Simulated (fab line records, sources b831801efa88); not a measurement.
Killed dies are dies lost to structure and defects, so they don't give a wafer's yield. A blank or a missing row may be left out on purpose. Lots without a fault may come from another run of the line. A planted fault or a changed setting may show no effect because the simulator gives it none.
Problem report in the 8D (eight disciplines) form, filled by code | flow gf180mcu | the parts of the form that need people (team, actions taken, sign-off) are left out

1. THE PROBLEM
CONTACT_W_RS at GF_CONTACT_RS_MEAS_25 reads a mean of 0.448 ohm/sq on 6 wafers of 2 lots; wafers without a fault read 0.387 ohm/sq with a standard deviation of 0.0064. That is +9.6 standard deviations from the usual mean.
The step: measures by four-point-probe.
First seen on wafer L386.2, day 19 01:36, on film_metro-03. The record holds 39 wafers of 13 lots with a number at this step. Rule for "out", or "out of limits": more than 4 standard deviations from the usual mean. The other wafers with a number count as sound.

2. WHAT IT IS AND WHAT IT IS NOT
question                    | is                     | is not
which readings at this step | CONTACT_W_RS           | -
which lots                  | L386, L387             | L379, L381, L382, L383, L396, L397, L398, L399, L400, L401, L402
which wafers of those lots  | all that have a number | -
read on which gauges        | film_metro-03          | film_metro-01, film_metro-04
when                        | from day 19 01:36      | up to then (12 sound wafers); but 21 sound wafers of L396, L397, L398, L399, L400, L401, L402 came after

3. SUSPECTS, AND WHAT RULES EACH OUT
Counting: a tool at a process step up to the reading stays a suspect if it ran every lot that is out and no sound lot after the first of them.
- the gauge at GF_CONTACT_RS_MEAS_25: ruled out. All the wafers that are out were read on film_metro-03, but those of them that GF_CONTACT_CVD_24 has rows for are out there too, on other tools.
- cvd_w-01 at GF_CONTACT_CVD_24 (deposits W, target thk 300 nm, time 90.339 s): ruled out as a lasting fault. Sound lots L397, L398, L399, L400, L401 ran on it after its first lot that is out, L386 (day 19 01:29).
Left after counting: nothing in the record.

4. THE CAUSE (what the simulator had put in)
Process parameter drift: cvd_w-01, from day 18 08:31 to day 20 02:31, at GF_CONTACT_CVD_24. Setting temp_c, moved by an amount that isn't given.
Counting ruled it out, wrongly: the rule takes a fault to strike every lot that its tool runs from its start on, and this one did not.

5. THE CHAIN OF EFFECTS, in route order
Each row: a reading whose mean over the struck wafers that have a number lies more than 3 standard deviations from the usual. Only readings for which the record gives a usual standard deviation are gone through. hours: the time from each lot's start at the first step in this table that gives one to its start at this step, as a median over the lots. sigmas: the change in usual standard deviations.
hours | step                   | reading          | usual        | on struck wafers | change | sigmas
0     | GF_CONTACT_CVD_24      | susceptor_temp_C | 399.95 C     | 392.82           | -7.13  | -34
0     | GF_CONTACT_RS_MEAS_25  | CONTACT_W_RS     | 0.387 ohm/sq | 0.448            | +0.061 | +9.6
0     | GF_CONTACT_THK_MEAS_26 | CONTACT_W_THK    | 301 nm       | 260              | -41    | -7.6
The process steps in it:
- GF_CONTACT_CVD_24: deposits W, target thk 300 nm, time 90.339 s.
Later measuring or inspecting steps at which every struck wafer that the step has a row for has a number for every such reading, and none has moved that far: GF_V1_CD_MEAS_14.

6. WHAT WOULD HAVE CAUGHT IT SOONER
In this record the first reading out of limits at a measuring or inspecting step was taken at day 19 01:36, 17 hours after the fault began at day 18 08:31.
The tool's own readings at GF_CONTACT_CVD_24 were out on every struck wafer that the step has a row for (susceptor_temp_C): an alarm limit on them would have fired on the first of those.
